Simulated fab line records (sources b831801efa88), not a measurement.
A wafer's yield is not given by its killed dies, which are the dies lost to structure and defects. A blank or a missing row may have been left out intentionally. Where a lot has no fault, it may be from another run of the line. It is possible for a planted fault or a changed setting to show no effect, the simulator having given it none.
Which of the tools did it? :: flow gf180mcu :: 6 lots, 18 wafers sampled, at 4 steps of a route of 602

WHAT THE GAUGES SHOWED, per wafer
GF_V5_THK_MEAS_01.
lot: L182
measured: day 26 21:41
on: filmMetro-04
V5_CVD_00_THK (nm): 300 302 306

lot: L185
measured: day 27 22:22
on: filmMetro-02
V5_CVD_00_THK (nm): 299 301 304

lot: L188
measured: day 29 06:08
on: filmMetro-04
V5_CVD_00_THK (nm): 296 296 293

lot: L190
measured: day 30 00:31
on: filmMetro-02
V5_CVD_00_THK (nm): 299 300 301

lot: L191
measured: day 30 12:17
on: filmMetro-02
V5_CVD_00_THK (nm): 298 298 297

lot: L197
measured: day 31 09:02
on: filmMetro-02
V5_CVD_00_THK (nm): 296 296 297

WHICH TOOL RAN EACH LOT (tool, then ch and the chambers of the sampled wafers, then the start)
lot: L182
GF_MIM_METAL_ETCH_19: rieMetal-02 ch 0,1, day 26 00:01
GF_MIM_STRIP_20: plasmaAsher-03 ch 0,1, day 26 00:05
GF_M5_PEB_05: lithoTrack-02 ch 0, day 26 20:26

lot: L185
GF_MIM_METAL_ETCH_19: rieMetal-04 ch 0,1, day 27 01:07
GF_MIM_STRIP_20: plasmaAsher-04 ch 0,1, day 27 01:11
GF_M5_PEB_05: lithoTrack-02 ch 0, day 27 20:59

lot: L188
GF_MIM_METAL_ETCH_19: rieMetal-01 ch 0,1, day 28 09:10
GF_MIM_STRIP_20: plasmaAsher-03 ch 0,1, day 28 09:14
GF_M5_PEB_05: lithoTrack-01 ch 0, day 29 04:44

lot: L190
GF_MIM_METAL_ETCH_19: rieMetal-04 ch 0,1, day 29 04:40
GF_MIM_STRIP_20: plasmaAsher-04 ch 0,1, day 29 04:46
GF_M5_PEB_05: lithoTrack-04 ch 0, day 29 23:18

lot: L191
GF_MIM_METAL_ETCH_19: rieMetal-04 ch 0,1, day 29 16:19
GF_MIM_STRIP_20: plasmaAsher-03 ch 0, day 29 16:23
GF_M5_PEB_05: lithoTrack-02 ch 0, day 30 11:02

lot: L197
GF_MIM_METAL_ETCH_19: rieMetal-04 ch 1, day 30 13:20
GF_MIM_STRIP_20: plasmaAsher-04 ch 0,1, day 30 13:27
GF_M5_PEB_05: lithoTrack-04 ch 0, day 31 07:39
- GF_MIM_METAL_ETCH_19: etches the open film in Cl2/BCl3, stops on Si3N4, target depth 324.5 nm, time 54.1 s.
- GF_MIM_STRIP_20: strips in O2/N2.
- GF_M5_PEB_05: peb time 90 s.

THE ANSWER, worked out from the rows above alone
Rule: what is usual is taken from the lots themselves. Put in order of their means at a reading, lots are off if they are a third of the lots or fewer, leave a main group of 4 or more, and stand apart from it by a gap of 3 or more times the standard deviation of the main group's means; of several such gaps the widest counts. Not used: any main group whose means are identical at the precision the tables above print for the reading. A lot without any number at a reading at which 4 lots or more have one is off too. Any other lot the step has rows for is counted as sound.
Nothing can be told from this: no lot is off at any reading shown.

WHAT HAD BEEN PUT IN BY THE SIMULATOR
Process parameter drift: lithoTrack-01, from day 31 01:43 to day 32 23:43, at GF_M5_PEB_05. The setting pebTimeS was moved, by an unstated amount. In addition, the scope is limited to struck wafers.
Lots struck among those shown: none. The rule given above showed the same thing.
